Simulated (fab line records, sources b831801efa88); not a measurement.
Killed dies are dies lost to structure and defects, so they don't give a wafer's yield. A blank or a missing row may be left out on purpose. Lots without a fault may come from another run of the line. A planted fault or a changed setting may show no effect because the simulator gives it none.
One fault seen from 2 desks | flow sky130 | each desk has only its own numbers; what lay behind them comes last

THE METROLOGY DESK
What the gauges read, lot by lot, whatever tool the lot ran on: means of the sampled wafers that have a number. A lot is out of limits, marked OUT, if its mean lies more than 4 standard deviations from the usual mean; the brackets give that distance.
Columns: A = VIA2_BOW at SKY_VIA2_BOW_MEAS_03, usual 85 um; B = cd_nm at SKY_VIA2_CD_MEAS_12, usual 200.1 nm; C = VIA2_W_RS at SKY_VIA2_RS_MEAS_22, usual 0.273 ohm/sq; D = VIA2_W_THK at SKY_VIA2_THK_MEAS_23, usual 407 nm
lot  | first seen here | A  | B     | C               | D
L803 | day 36 11:07    | 82 | 197.3 | 0.273           | 408
L804 | day 37 01:37    | 88 | 199.5 | 0.274           | 399
L805 | day 37 11:43    | 90 | 201.6 | 0.273           | 400
L807 | day 37 17:44    | 88 | 199.3 | 0.271           | 403
L806 | day 37 18:10    | 88 | 201.6 | 0.271           | 403
L815 | day 40 02:22    | 79 | 200.4 | 0.239 (-11) OUT | 466 (+8.6) OUT
L816 | day 40 05:07    | 84 | 202.2 | 0.237 (-12) OUT | 479 (+11) OUT
L818 | day 41 00:34    | 83 | 198.5 | 0.273           | 411
L822 | day 41 23:22    | 84 | 200.4 | 0.275           | 401
L823 | day 42 04:31    | 79 | 200.4 | 0.274           | 401
This desk's finding: out of limits on L815, L816; first on L815, day 41 04:08 (VIA2_W_RS at SKY_VIA2_RS_MEAS_22). In limits: L803, L804, L805, L807, L806, L818, L822, L823.

THE TOOL OWNER'S DESK: cvd_w-02
The tool's own readings at SKY_VIA2_CVD_21 (deposits W, target thk 420 nm, time 126.4 s): means of the sampled wafers that have a number, for each lot that ran on this tool. A lot is out of limits, marked OUT, if its mean lies more than 4 standard deviations from the usual mean; the brackets give that distance.
Columns: A = heater_power_outer_w at SKY_VIA2_CVD_21, usual 507 W; B = heater_power_w at SKY_VIA2_CVD_21, usual 799 W; C = susceptor_temp_C at SKY_VIA2_CVD_21, usual 400.04 C
lot  | first seen here | A   | B   | C
L803 | day 37 14:13    | 470 | 752 | 400.25
L804 | day 38 04:37    | 438 | 701 | 400.15
L807 | day 38 20:13    | 474 | 753 | 400.01
L806 | day 38 20:43    | 445 | 702 | 399.71
L815 | day 41 04:01    | 462 | 747 | 407.77 (+35) OUT
L816 | day 41 06:46    | 464 | 750 | 407.55 (+34) OUT
This desk's finding: out of limits on L815, L816; first on L815, day 41 04:01 (susceptor_temp_C at SKY_VIA2_CVD_21). In limits: L803, L804, L807, L806.

PUT TOGETHER
The tool owner's desk could have raised an alarm at day 41 04:01, on L815, L816.
The metrology desk could have raised an alarm at day 41 04:08, on L815, L816.
Of the lots named, all ran SKY_VIA2_CVD_21 on cvd_w-02.

WHAT THE SIMULATOR HAD PUT IN
Process parameter drift: cvd_w-02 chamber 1, from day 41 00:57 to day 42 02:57, at SKY_VIA2_CVD_21. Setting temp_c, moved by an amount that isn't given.
Lots struck among those shown: L815, L816.
Hours from the fault's start to each desk's first reading out of limits: the tool owner's desk, 3; the metrology desk, 3.
